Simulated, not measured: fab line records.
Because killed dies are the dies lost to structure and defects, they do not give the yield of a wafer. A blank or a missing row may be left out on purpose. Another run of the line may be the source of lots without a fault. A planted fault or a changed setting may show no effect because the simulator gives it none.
Chamber matching | flow gf180mcu | rie diel-03 running GF_POLY_GATE_ETCH_12: 4 sister chambers
The step etches BARC in N2/H2. 4 wafers are shown with their chamber, then 8 later ones without.

WAFERS, EACH WITH ITS CHAMBER
wafer  | chamber | drypump motor current A (A)
L697.5 | 1       | 5.7
L708.1 | 3       | 5.0
L708.4 | 2       | 5.3
L710.2 | 0       | 6.1

WAFERS WITH NO CHAMBER GIVEN
wafer  | drypump motor current A (A)
L710.4 | 5.3
L710.6 | 5.0
L716.2 | 6.1
L716.4 | 5.0
L716.6 | 5.7
L717.1 | 6.1
L717.2 | 5.6
L717.5 | 6.1

WHICH CHAMBER EACH ONE RAN IN
wafer  | from the rows above | in truth
L710.4 | 2                   | 2
L710.6 | 3                   | 3
L716.2 | 0                   | 0
L716.4 | 3                   | 3
L716.6 | 1                   | 1
L717.1 | 0                   | 0
L717.2 | 1                   | 1
L717.5 | 0                   | 0
Placed correctly: 8 of 8. From these rows, 0 cannot be placed. 0 placed wrongly.
How it was worked out, from the rows above alone: a wafer's distance from a chamber is the root of the sum, over the readings, of the square of ((its reading less the chamber's mean) divided by the reading's scatter). The wafer belongs to the nearest chamber; if the next one is less than 2 further off, it can't be placed. A chamber's mean is the mean of its shown wafers. The scatter: root of mean squared gap, hidden wafer to nearest shown wafer, with one shown wafer a chamber.
